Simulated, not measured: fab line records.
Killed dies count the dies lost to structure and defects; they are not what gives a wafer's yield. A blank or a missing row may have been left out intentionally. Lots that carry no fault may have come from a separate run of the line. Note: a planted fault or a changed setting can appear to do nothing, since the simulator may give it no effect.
Comparing a struck lot with a sound one    flow gf180mcu    26 out of 602 route steps
Sound: these wafers, L649.2, L649.5, L649.6. Wafers struck: L639.2, L639.3, L639.6. Last of all comes the cause.
Each step with rows lists, per side, the tool, then ch with its chambers, then its first start. Under that, the readings that differ: sound wafers    struck wafers    difference of the means    sigmas: that difference in standard deviations of wafers without a fault.
alike: readings whose means differ by less than 2 such deviations, and words and numbers that are the same on both sides. not compared: withheld readings, readings that some wafer has no value for, bounds like >300 that may hide the same value, and numbers for which the record gives no deviation and whose values overlap.
A row with sigmas, a row that says differs or no value, or rows on one side alone: a step with any of these is where the two part. Non-overlapping numbers with no deviation appear without sigmas and do not part them. A reading missing from all wafers of one side parts the sides only when that side holds two or more wafers.

first, 5 steps without rows for these wafers: GF_HV_LDD_COAT_14 (resist thk 1000 nm); GF_HV_LDD_SOFTBAKE_15 (time 60 s); GF_HV_LDD_EXPOSE_16 (exposes mask Pplus LV AREA, target cd 400 nm); GF_HV_LDD_PEB_17; GF_HV_LDD_DEVELOP_18 (develop time 60 s).
GF_HV_LDD_CD_MEAS_19: the cd target is 400 nm.
  struck on cd_sem-02, day 13 03:52; sound on cd_sem-01, day 16 10:41
  alike: cd_nm
GF_HV_LDD_OVL_MEAS_20:
  struck on overlay-01, day 13 03:58; sound on overlay-02, day 16 10:47
  alike: HV_LDD_01_OVL
after that, 1 step had no rows for these wafers: GF_HV_LDD_IMPLANT_21.
GF_HV_LDD_STRIP_22: strips in O2/N2.
  sound on plasma_asher-01 ch 0,1, day 16 10:58; struck on plasma_asher-01 ch 0,1, day 13 04:08
  alike: drypump_motor_current_A, heater_power_w, oes_product_au, strip_time_to_endpoint_s
  not compared: rf_hours_counter_h
GF_HV_LDD_TW_MEAS_23:
  struck on film_metro-01, day 13 04:15; sound on film_metro-04, day 16 11:04
  alike: HV_LDD_2_TW
then, 2 steps without rows for these wafers: GF_HV_LDD_DEHYDRATE_24 (time 60 s); GF_HV_LDD_HMDS_25 (prime time 60 s).
GF_HV_LDD_COAT_26: resist thk 1000 nm.
  sound on litho_track-04 ch 0, day 16 22:29; struck on litho_track-04 ch 0, day 13 13:14
reading                                      sound           struck         difference  sigmas
model.NOVOLAK_of_HV_LDD_COAT_26.thk_nm (nm)  1000 999 994.9  987.6 990 988  -9.4        
then, 3 steps without rows for these wafers: GF_HV_LDD_SOFTBAKE_27 (time 60 s); GF_HV_LDD_EXPOSE_28 (exposes mask Nplus HV AREA, target cd 400 nm); GF_HV_LDD_PEB_29.
GF_HV_LDD_DEVELOP_30: develop time 61.19 s.
  sound on litho_track-04 ch 0, day 17 09:23; struck on litho_track-04 ch 0, day 13 23:38
reading                                      sound             struck             difference  sigmas
model.NOVOLAK_of_HV_LDD_COAT_26.thk_nm (nm)  1000 998.6 994.5  987.2 989.5 987.6  -9.6        
GF_HV_LDD_CD_MEAS_31: the cd target is 400 nm.
  struck on cd_sem-01, day 13 23:47; sound on cd_sem-02, day 17 09:32
  alike: cd_nm
GF_HV_LDD_OVL_MEAS_32:
  struck on overlay-01, day 13 23:53; sound on overlay-01, day 17 09:38
  alike: HV_LDD_02_OVL
then, 4 steps without rows for these wafers: GF_HV_LDD_IMPLANT_33; GF_HV_LDD_IMPLANT_34; GF_HV_LDD_IMPLANT_35; GF_HV_LDD_IMPLANT_36.
GF_HV_LDD_STRIP_37: strips in O2/N2.
  sound on plasma_asher-04 ch 0,1, day 17 10:16; struck on plasma_asher-03 ch 0,1, day 14 00:31
reading                       sound              struck             difference  sigmas
strip_time_to_endpoint_s (s)  12.63 12.61 12.59  12.49 12.52 12.48  -0.11       -4
  alike: drypump_motor_current_A, heater_power_w, oes_product_au
  not compared: rf_hours_counter_h
GF_HV_LDD_TW_MEAS_38:
  struck on film_metro-02, day 14 00:37; sound on film_metro-02, day 17 10:22
  alike: HV_LDD_3_TW
-- the record jumps here: 17 days lie between the struck wafers' starts before and after (it left off in module HV_LDD and takes up again in module PASSIVATION, whose first step shown is number 602 of the route) --
GF_PASSIVATION_PROBE_99:
  rows exist in the record for the struck wafers here (prober-02, day 31 11:09), but not for the sound ones

## WHERE THEY PART
Last at GF_PASSIVATION_PROBE_99 as far as this record goes, first at GF_HV_LDD_STRIP_37.

WHY: what had been put in by the simulator
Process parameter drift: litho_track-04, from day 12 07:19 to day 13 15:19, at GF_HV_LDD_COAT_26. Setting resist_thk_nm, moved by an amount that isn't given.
